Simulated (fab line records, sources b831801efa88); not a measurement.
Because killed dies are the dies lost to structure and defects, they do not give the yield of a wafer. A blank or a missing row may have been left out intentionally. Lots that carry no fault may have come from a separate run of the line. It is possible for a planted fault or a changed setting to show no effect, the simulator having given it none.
Comparing a struck lot with a sound one ; flow sky130 ; 33 out of 708 route steps
Sound: wafers L347.1, L347.2, L347.5. Struck: wafer L356.4. (L356.1, L356.6 of the same lot were not struck and are left out.) The cause comes at the end.
At each step with rows: each side's tool, then ch and its chambers, then its first start. Under that, the readings that differ: sound wafers ; struck wafers ; difference of the means ; sigmas: that difference in standard deviations of wafers without a fault.
alike: readings with means less than 2 such deviations apart, plus words and numbers identical on both sides. not compared: withheld readings, readings lacking a value on some wafer, bounds such as >300 that could conceal the same value, and numbers that have no deviation in the record and whose values overlap.
Wherever a step has rows on one side only, a row that says differs or no value, or a row with sigmas, the two part there. Numbers that don't overlap but have no deviation are shown without sigmas and don't part them. A reading that every wafer of one side lacks parts them only if that side has two wafers or more.

first, 4 steps without rows for these wafers: SKY_LOCAL_INTERCONNECT_SOFTBAKE_07 (time 90 s); SKY_LOCAL_INTERCONNECT_EXPOSE_08 (exposes mask LI1M, target cd 170 nm); SKY_LOCAL_INTERCONNECT_PEB_09; SKY_LOCAL_INTERCONNECT_DEVELOP_10 (develop time 60 s).
SKY_LOCAL_INTERCONNECT_CD_MEAS_11: the cd target is 170 nm.
  sound on cd sem-01 at day 31 03:59; struck on cd sem-01 at day 33 14:56
reading;sound;struck;difference;sigmas
cd nm (nm);173.3 170.6 171.2;168.7;-3.0;-2
SKY_LOCAL_INTERCONNECT_OVL_MEAS_12:
  sound on overlay-02 at day 31 04:06; struck on overlay-01 at day 33 15:04
  alike: LOCAL_INTERCONNECT_OVL
then, 1 step without rows for these wafers: SKY_LOCAL_INTERCONNECT_ETCH_13 (etches BARC in N2/H2, stops on SiO2, time 45.9 s, target depth 60 nm).
SKY_LOCAL_INTERCONNECT_METAL_ETCH_14: etches TiN in Cl2/BCl3, stops on PSG, target depth 110 nm, time 31.4 s.
  sound on rie metal-03 ch 0,1, day 31 04:12; struck on rie metal-03 ch 1, day 33 15:10
  alike: drypump motor current A, he backside leak sccm, oes product au, throttle valve pct
  not compared: rf hours counter h
SKY_LOCAL_INTERCONNECT_STRIP_15: strips in O2/N2.
  sound on plasma asher-02 ch 0,1, day 31 04:15; struck on plasma asher-02 ch 1, day 33 15:13
  alike: drypump motor current A, oes product au, strip time to endpoint s
  not compared: rf hours counter h
then, 3 steps without rows for these wafers: SKY_LOCAL_INTERCONNECT_STRIP_16 (strips in post etch residue remover, time 1200 s); SKY_LOCAL_INTERCONNECT_CLEAN_17 (cleans in IPA, time 180 s); SKY_LOCAL_INTERCONNECT_CLEAN_18 (cleans in O3/DIW).
SKY_CONTACT_CVD_00: deposits Si3N4, target thk 75 nm.
  sound on pecvd-03 ch 1,2, day 31 04:52; struck on pecvd-03 ch 0, day 33 15:50
reading;sound;struck;difference;sigmas
heater power w (W);933 879 956;566;-357;-3
model.Si3N4_of_CONTACT_CVD_00.thk nm (nm);75.14 75.68 76.21;81.01;+5.33;
SKY_CONTACT_THK_MEAS_01:
  sound on film metro-02 at day 31 04:53; struck on film metro-04 at day 33 15:52
reading;sound;struck;difference;sigmas
CONTACT_CVD_00_THK (nm);75.1 75.8 76.2;81.0;+5.3;+6
then, 1 step without rows for these wafers: SKY_CONTACT_HDPCVD_02 (deposits SiO2, target thk 565 nm, time 94.2 s).
SKY_CONTACT_THK_MEAS_03:
  sound on film metro-01 at day 31 05:01; struck on film metro-02 at day 33 16:00
  alike: CONTACT_HDPCVD_THK
then, 1 step without rows for these wafers: SKY_CONTACT_CMP_04 (polishes SiO2).
SKY_CONTACT_BOW_MEAS_05:
  sound on film metro-04 at day 31 05:23; struck on film metro-04 at day 33 16:47
  alike: CONTACT_BOW
then, 8 steps without rows for these wafers: SKY_CONTACT_DEHYDRATE_06 (time 60 s); SKY_CONTACT_HMDS_07 (prime time 60 s); SKY_CONTACT_COAT_08 (resist thk 60 nm); SKY_CONTACT_COAT_09 (resist thk 450 nm); SKY_CONTACT_SOFTBAKE_10 (time 90 s); SKY_CONTACT_EXPOSE_11 (exposes mask CTM1, target cd 170 nm); SKY_CONTACT_PEB_12; SKY_CONTACT_DEVELOP_13 (develop time 60 s).
SKY_CONTACT_CD_MEAS_14: the cd target is 170 nm.
  sound on cd sem-02 at day 32 08:44; struck on cd sem-01 at day 34 19:29
  alike: cd nm
SKY_CONTACT_OVL_MEAS_15:
  sound on overlay-02 at day 32 08:51; struck on overlay-01 at day 34 19:36
  alike: CONTACT_OVL
SKY_CONTACT_ETCH_16: etches BARC in N2/H2, stops on SiO2, time 45.9 s, target depth 60 nm.
  sound on rie diel-02 ch 1,3, day 32 08:53; struck on rie diel-02 ch 0, day 34 19:38
  alike: drypump motor current A, oes product au, throttle valve pct
  not compared: rf hours counter h
SKY_CONTACT_ETCH_17: etches SiO2 in C4F8/O2/Ar, stops on Si3N4, target depth 340 nm.
  sound on rie diel-02 ch 1,3, day 32 08:56; struck on rie diel-02 ch 0, day 34 19:41
  alike: oes product au
SKY_CONTACT_ETCH_18: etches Si3N4 in CHF3/O2, stops on TiN, time 39 s, target depth 75 nm.
  sound on rie diel-02 ch 1,3; struck on rie diel-02 ch 0
reading;sound;struck;difference;sigmas
oes product au (a.u.);0.859 0.855 0.868;0.897;+0.036;+4
model.etch.depth nm (nm);75.14 75.68 76.21;81.01;+5.33;
  alike: O2_flow_sccm, drypump motor current A, throttle valve pct
  not compared: rf hours counter h
SKY_CONTACT_STRIP_19: strips in O2/N2.
  sound on plasma asher-04 ch 0,1, day 32 09:01; struck on plasma asher-04 ch 0, day 34 19:46
  alike: drypump motor current A, oes product au, strip time to endpoint s
  not compared: rf hours counter h
-- the record jumps here: 13 days lie between the struck wafers' starts before and after (it left off in module CONTACT and takes up again in module PAD_OPEN, whose first step shown is number 708 of the route) --
SKY_PAD_OPEN_PROBE_99:
  record: rows for the struck wafers here (prober-01, day 48 03:28), none for the sound ones

## WHERE THEY PART
At SKY_LOCAL_INTERCONNECT_CD_MEAS_11 first; at SKY_PAD_OPEN_PROBE_99 last (within this record only).

WHY: whatever the simulator had introduced
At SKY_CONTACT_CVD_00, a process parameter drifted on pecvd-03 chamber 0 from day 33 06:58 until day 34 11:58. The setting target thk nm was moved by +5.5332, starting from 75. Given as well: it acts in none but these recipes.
